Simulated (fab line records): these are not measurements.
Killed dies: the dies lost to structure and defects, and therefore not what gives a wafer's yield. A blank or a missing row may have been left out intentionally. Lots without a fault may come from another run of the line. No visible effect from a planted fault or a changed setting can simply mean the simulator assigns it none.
Which of the tools did it? | flow gf180mcu | 6 lots, 18 wafers sampled, at 4 steps of a route of 602

## WHAT THE GAUGES SHOWED, per wafer
GF_V4_THK_MEAS_03.
lot  | measured     | on            | V4_CVD_02_THK (nm)
L764 | day 24 06:11 | film metro-01 | 844 850 867
L769 | day 26 01:01 | film metro-02 | 854 872 871
L772 | day 26 20:17 | film metro-02 | 843 470 849
L774 | day 27 11:22 | film metro-02 | 835 465 849
L783 | day 29 23:50 | film metro-02 | 856 846 867
L785 | day 30 13:26 | film metro-01 | 839 856 841

## WHAT TOOL EACH LOT RAN ON (gives the tool, then ch and the chambers of the sampled wafers, and finally the start)
lot  | GF_V3_CVD_23                  | GF_M4_STRIP_17                       | GF_V4_CVD_02
L764 | cvd w-01 ch 0,1, day 23 06:07 | plasma asher-01 ch 0,1, day 24 05:26 | pecvd-02 ch 0,1,2, day 24 06:07
L769 | cvd w-02 ch 1, day 25 01:31   | plasma asher-03 ch 0,1, day 26 00:16 | pecvd-02 ch 1,2, day 26 00:56
L772 | cvd w-01 ch 0,1, day 25 21:29 | plasma asher-01 ch 0,1, day 26 19:31 | pecvd-04 ch 1,2, day 26 20:13
L774 | cvd w-01 ch 0,1, day 26 12:55 | plasma asher-04 ch 0,1, day 27 10:37 | pecvd-04 ch 0,1,2, day 27 11:17
L783 | cvd w-02 ch 0, day 29 02:58   | plasma asher-01 ch 0,1, day 29 23:05 | pecvd-03 ch 0,2, day 29 23:46
L785 | cvd w-02 ch 0,1, day 29 17:02 | plasma asher-04 ch 0,1, day 30 12:41 | pecvd-02 ch 1,2, day 30 13:20
- GF_V3_CVD_23: deposits W, target thk 350 nm, time 104.9 s.
- GF_M4_STRIP_17: strips in O2/N2.
- GF_V4_CVD_02: deposits SiO2 from TEOS, target thk 850 nm, time 94.851 s.

## THE ANSWER, worked out from the rows above alone
Rule: the usual values come from the lots themselves. Put in order of their means at a reading, lots are off if they are a third of the lots or fewer, leave a main group of 4 or more, and stand apart from it by a gap of 3 or more times the standard deviation of the main group's means; of several such gaps the widest counts. A main group whose means are all the same, to the digits that the tables above print for the reading, isn't used. A lot without any number at a reading at which 4 lots or more have one is off too. Where the step has rows for the other lots, those lots are counted as sound.
Off: at GF_V4_THK_MEAS_03 (V4_CVD_02_THK), L772, L774. The main group has a mean of 855 nm with a standard deviation of 7.3.
If a tool, at a process step before that reading, ran all the lots that are off and no sound lot after the first of them, it fits. Gauges at GF_V4_THK_MEAS_03: tried the same way as those tools. This does not decide it: 2 tools fit, namely cvd w-01 at GF_V3_CVD_23 and pecvd-04 at GF_V4_CVD_02.

## WHAT WAS PUT IN BY THE SIMULATOR
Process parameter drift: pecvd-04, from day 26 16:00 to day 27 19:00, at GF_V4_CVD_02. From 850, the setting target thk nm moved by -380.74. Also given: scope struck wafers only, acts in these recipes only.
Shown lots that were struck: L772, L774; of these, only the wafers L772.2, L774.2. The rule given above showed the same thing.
